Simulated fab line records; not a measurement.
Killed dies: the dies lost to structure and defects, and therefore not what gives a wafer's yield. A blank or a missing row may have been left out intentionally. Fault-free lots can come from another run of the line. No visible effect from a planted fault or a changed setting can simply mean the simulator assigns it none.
Chamber matching | flow sky130 | SKY_CONTACT_ETCH_16 on rie diel-01 has 4 sister chambers
The step etches BARC in N2/H2, stops on SiO2, time 45.9 s, target depth 60 nm. 4 wafers are shown with their chamber, then 12 later ones without.

WAFERS, EACH WITH ITS CHAMBER
wafer  | chamber | drypump motor current A (A)
L091.3 | 0       | 6.3
L093.1 | 3       | 5.9
L093.2 | 2       | 4.7
L093.3 | 1       | 5.2

WAFERS WITH NO CHAMBER GIVEN
wafer  | drypump motor current A (A)
L095.1 | 5.2
L095.2 | 6.3
L095.3 | 6.0
L095.4 | 6.3
L095.5 | 6.0
L095.6 | 5.2
L097.1 | 4.7
L097.2 | 6.3
L097.3 | 5.2
L097.4 | 5.9
L097.5 | 6.0
L097.6 | 6.3

WHICH CHAMBER EACH ONE RAN IN
wafer  | from the rows above | in truth
L095.1 | 1                   | 1
L095.2 | 0                   | 0
L095.3 | 3                   | 3
L095.4 | 0                   | 0
L095.5 | 3                   | 3
L095.6 | 1                   | 1
L097.1 | 2                   | 2
L097.2 | 0                   | 0
L097.3 | 1                   | 1
L097.4 | 3                   | 3
L097.5 | 3                   | 3
L097.6 | 0                   | 0
12 of 12 placed correctly. Not placeable from these rows: 0. 0 placed wrongly.
How it was worked out, from the rows above alone: a wafer's distance from a chamber is the root of the sum, over the readings, of the square of ((its reading less the chamber's mean) divided by the reading's scatter). If the next closest chamber is less than 2 further off than the closest, the wafer can't be placed; otherwise it belongs to the closest. For every chamber, the mean is computed from those of its wafers that are shown. The scatter: root of mean squared gap, hidden wafer to nearest shown wafer, with one shown wafer a chamber.
